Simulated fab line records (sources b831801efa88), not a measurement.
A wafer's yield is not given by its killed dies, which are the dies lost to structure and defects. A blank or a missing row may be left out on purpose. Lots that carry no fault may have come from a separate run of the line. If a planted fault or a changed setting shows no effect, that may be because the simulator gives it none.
The tool behind it: which one?    flow sky130    Sampling: 14 lots, 42 wafers, 6 of 708 route steps

## WHAT EACH GAUGE READ, for each wafer
SKY_GATE_OXIDE_TW_MEAS_14.
lot   measured      on             GATE_OXIDE_TW
L577  day 14 04:34  film metro-04  226.9 226.7 227.1
L579  day 14 16:55  film metro-04  226.4 224.7 225.4
L581  day 16 07:37  film metro-01  225.8 227.5 227.1
L583  day 16 11:46  film metro-03  223.4 224.8 224.7
L582  day 16 12:11  film metro-01  226.7 226.3 225.8
L584  day 16 18:54  film metro-01  227.0 227.0 225.9
L585  day 17 02:36  film metro-01  226.7 225.0 225.6
L586  day 17 11:28  film metro-04  226.0 226.2 225.0
L589  day 18 16:57  film metro-04  226.5 226.3 225.5
L588  day 19 00:16  film metro-03  222.3 221.9 222.7
L593  day 20 03:22  film metro-04  227.0 226.8 227.8
L595  day 20 16:19  film metro-03  224.7 223.6 223.2
L598  day 21 12:34  film metro-04  227.3 226.0 227.1
L599  day 22 00:00  film metro-03  224.5 225.3 224.7

SKY_RES_XHIGH_TW_MEAS_09.
lot   measured      on             RES_XHIGH_TW
L577  day 27 01:49  film metro-03  1643 1639 1644
L579  day 27 17:39  film metro-01  1664 1673 1664
L581  day 29 08:19  film metro-01  1673 1668 1679
L583  day 29 12:26  film metro-02  1669 1663 1664
L582  day 29 10:41  film metro-03  1624 1626 1627
L584  day 29 20:40  film metro-03  1629 1627 1629
L585  day 30 03:21  film metro-01  31 31 31
L586  day 30 10:37  film metro-01  31 31 31
L589  day 31 10:01  film metro-01  1680 1682 1678
L588  day 31 18:28  film metro-03  1652 1640 1644
L593  day 32 16:40  film metro-01  1669 1667 1668
L595  day 33 03:58  film metro-03  1644 1635 1648
L598  day 33 20:47  film metro-03  1633 1636 1648
L599  day 34 09:30  film metro-03  1637 1639 1645

## WHICH TOOL RAN EACH LOT (tool, then ch and the chambers of the sampled wafers, then the start)
lot   SKY_LDD_P_STRIP_10                    SKY_POLY_CUT_STRIP_12                 SKY_SD_P_STRIP_10                     SKY_RES_XHIGH_STRIP_08
L577  plasma asher-04 ch 0, day 19 13:07    plasma asher-02 ch 0,1, day 24 15:36  plasma asher-03 ch 0, day 25 21:01    plasma asher-02 ch 1, day 27 01:42
L579  plasma asher-03 ch 0,1, day 20 03:10  plasma asher-02 ch 0,1, day 25 07:03  plasma asher-03 ch 0,1, day 26 12:40  plasma asher-02 ch 0,1, day 27 17:33
L581  plasma asher-04 ch 0,1, day 21 21:26  plasma asher-03 ch 0,1, day 26 22:28  plasma asher-04 ch 0,1, day 28 03:35  plasma asher-01 ch 0,1, day 29 08:13
L583  plasma asher-04 ch 0,1, day 22 03:19  plasma asher-03 ch 0,1, day 27 03:59  plasma asher-01 ch 0,1, day 28 08:00  plasma asher-03 ch 0,1, day 29 12:20
L582  plasma asher-03 ch 0,1, day 22 02:06  plasma asher-02 ch 0,1, day 27 02:26  plasma asher-03 ch 0,1, day 28 06:12  plasma asher-02 ch 0,1, day 29 10:36
L584  plasma asher-02 ch 0,1, day 22 11:08  plasma asher-04 ch 0,1, day 27 11:43  plasma asher-04 ch 0,1, day 28 16:46  plasma asher-03 ch 0,1, day 29 20:34
L585  plasma asher-04 ch 0,1, day 22 18:26  plasma asher-03 ch 0, day 27 19:00    plasma asher-03 ch 0,1, day 28 23:43  plasma asher-03 ch 0,1, day 30 03:15
L586  plasma asher-03 ch 0,1, day 23 02:16  plasma asher-03 ch 0,1, day 28 03:13  plasma asher-01 ch 0,1, day 29 06:44  plasma asher-02 ch 0,1, day 30 10:30
L589  plasma asher-02 ch 0,1, day 24 03:43  plasma asher-04 ch 0,1, day 29 01:58  plasma asher-01 ch 0,1, day 30 06:31  plasma asher-02 ch 0,1, day 31 09:55
L588  plasma asher-02 ch 0,1, day 24 12:34  plasma asher-04 ch 0, day 29 10:12    plasma asher-01 ch 0,1, day 30 14:05  plasma asher-02 ch 0, day 31 18:22
L593  plasma asher-03 ch 0,1, day 25 12:49  plasma asher-03 ch 0,1, day 30 09:54  plasma asher-01 ch 0,1, day 31 13:29  plasma asher-01 ch 0,1, day 32 16:34
L595  plasma asher-04 ch 0,1, day 25 23:15  plasma asher-04 ch 0,1, day 30 20:44  plasma asher-01 ch 0,1, day 32 01:02  plasma asher-01 ch 0,1, day 33 03:53
L598  plasma asher-03 ch 0,1, day 26 20:06  plasma asher-02 ch 0,1, day 31 15:08  plasma asher-01 ch 0,1, day 32 17:58  plasma asher-03 ch 0,1, day 33 20:41
L599  plasma asher-03 ch 0,1, day 27 06:04  plasma asher-03 ch 0,1, day 32 02:12  plasma asher-03 ch 0,1, day 33 06:13  plasma asher-01 ch 0,1, day 34 09:24
- SKY_LDD_P_STRIP_10: strips in O2/N2.
- SKY_POLY_CUT_STRIP_12: strips in O2/N2.
- SKY_SD_P_STRIP_10: strips in O2/N2.
- SKY_RES_XHIGH_STRIP_08: strips in O2/N2.

## WHAT THE TOOLS THEMSELVES READ (means of the sampled wafers that have a number; where no wafer has one, the mark that the record gives instead)
SKY_LDD_P_STRIP_10.
lot   tool             chamber pressure mTorr (mTorr)  drypump motor current A (A)  oes product au (a.u.)  strip time to endpoint s (s)
L577  plasma asher-04  1499.1                          5.99                         0.715                  14.15
L579  plasma asher-03  1499.6                          6.20                         0.717                  14.17
L581  plasma asher-04  1501.3                          5.71                         0.716                  14.18
L583  plasma asher-04  1500.4                          5.69                         0.711                  14.20
L582  plasma asher-03  1500.0                          6.24                         0.712                  14.17
L584  plasma asher-02  1500.0                          5.82                         0.712                  14.15
L585  plasma asher-04  1500.3                          5.71                         0.714                  14.18
L586  plasma asher-03  1500.4                          6.24                         0.715                  14.15
L589  plasma asher-02  1500.6                          5.78                         0.719                  14.22
L588  plasma asher-02  1500.4                          5.78                         0.710                  14.18
L593  plasma asher-03  1500.6                          6.17                         0.718                  14.16
L595  plasma asher-04  1499.1                          5.84                         0.722                  14.20
L598  plasma asher-03  1500.8                          6.24                         0.719                  14.16
L599  plasma asher-03  1500.3                          6.20                         0.719                  14.26

SKY_POLY_CUT_STRIP_12.
lot   tool             chamber pressure mTorr (mTorr)  drypump motor current A (A)  oes product au (a.u.)  strip time to endpoint s (s)
L577  plasma asher-02  1500.2                          5.78                         0.456                  5.366
L579  plasma asher-02  1499.5                          5.79                         0.452                  5.348
L581  plasma asher-03  1499.9                          6.24                         0.453                  5.363
L583  plasma asher-03  1498.0                          6.22                         0.452                  5.356
L582  plasma asher-02  1499.7                          5.79                         0.451                  5.311
L584  plasma asher-04  1499.2                          5.71                         0.450                  5.360
L585  plasma asher-03  1500.2                          6.19                         0.451                  5.347
L586  plasma asher-03  1500.0                          6.24                         0.457                  5.354
L589  plasma asher-04  1500.5                          5.69                         0.455                  5.363
L588  plasma asher-04  1500.3                          5.98                         0.456                  5.352
L593  plasma asher-03  1499.6                          6.20                         0.445                  5.363
L595  plasma asher-04  1499.3                          5.85                         0.449                  5.347
L598  plasma asher-02  1501.0                          5.79                         0.453                  5.353
L599  plasma asher-03  1499.5                          6.20                         0.447                  5.370

SKY_SD_P_STRIP_10.
lot   tool             chamber pressure mTorr (mTorr)  drypump motor current A (A)  oes product au (a.u.)  strip time to endpoint s (s)
L577  plasma asher-03  1500.2                          6.1                          0.616                  17.51
L579  plasma asher-03  1500.7                          6.2                          0.618                  17.43
L581  plasma asher-04  1500.6                          5.9                          0.616                  17.53
L583  plasma asher-01  1500.9                          5.3                          0.620                  17.48
L582  plasma asher-03  1501.0                          6.2                          0.617                  17.48
L584  plasma asher-04  1501.1                          5.7                          0.621                  17.46
L585  plasma asher-03  -                               -                            -                      -
L586  plasma asher-01  -                               -                            -                      -
L589  plasma asher-01  1499.1                          5.3                          0.618                  17.52
L588  plasma asher-01  1501.1                          5.3                          0.619                  17.44
L593  plasma asher-01  1499.5                          5.1                          0.617                  17.50
L595  plasma asher-01  1498.6                          5.3                          0.618                  17.53
L598  plasma asher-01  1500.2                          5.3                          0.616                  17.54
L599  plasma asher-03  1500.5                          6.2                          0.622                  17.53

SKY_RES_XHIGH_STRIP_08.
lot   tool             chamber pressure mTorr (mTorr)  drypump motor current A (A)  oes product au (a.u.)  strip time to endpoint s (s)
L577  plasma asher-02  1500.6                          5.8                          0.711                  14.29
L579  plasma asher-02  1500.8                          5.8                          0.710                  14.30
L581  plasma asher-01  1500.3                          5.1                          0.711                  14.32
L583  plasma asher-03  1499.4                          6.2                          0.713                  14.22
L582  plasma asher-02  1499.9                          5.8                          0.710                  14.24
L584  plasma asher-03  1499.8                          6.2                          0.712                  14.27
L585  plasma asher-03  1500.2                          6.2                          0.715                  31.39
L586  plasma asher-02  1499.5                          5.8                          0.717                  31.29
L589  plasma asher-02  1498.6                          5.8                          0.715                  14.29
L588  plasma asher-02  1499.1                          5.8                          0.708                  14.30
L593  plasma asher-01  1500.4                          5.1                          0.709                  14.27
L595  plasma asher-01  1497.9                          5.1                          0.716                  14.24
L598  plasma asher-03  1500.3                          6.3                          0.714                  14.32
L599  plasma asher-01  1499.8                          5.2                          0.708                  14.33

## THE ANSWER, worked out from the rows above alone
Rule: usual is defined by the lots themselves. Put in order of their means at a reading, lots are off if they are a third of the lots or fewer, leave a main group of 4 or more, and stand apart from it by a gap of 3 or more times the standard deviation of the main group's means; of several such gaps the widest counts. Not used: any main group whose means are identical at the precision the tables above print for the reading. Also off: a lot with no number at a reading for which 4 or more lots have one. The other lots that the step has rows for count as sound. Order of review: gauges by route order, followed by the tools' own readings, for which a lot's mean as printed above is used. The first step at which some lot is off is used, and at that step the reading that is off furthest; a lot without a number counts as furthest.
Off: L585, L586, at SKY_RES_XHIGH_TW_MEAS_09 (RES_XHIGH_TW). Mean 1651 and standard deviation 18 in the main group.
A tool fits if, at a process step before that reading, it ran every lot that is off, and no sound lot after the first of them. The gauges at SKY_RES_XHIGH_TW_MEAS_09 aren't tried: what is off there is off at SKY_SD_P_STRIP_10 too, on other tools, and a gauge's error can't cause that. Of those tried, none fits.

## WHAT THE SIMULATOR HAD PUT IN
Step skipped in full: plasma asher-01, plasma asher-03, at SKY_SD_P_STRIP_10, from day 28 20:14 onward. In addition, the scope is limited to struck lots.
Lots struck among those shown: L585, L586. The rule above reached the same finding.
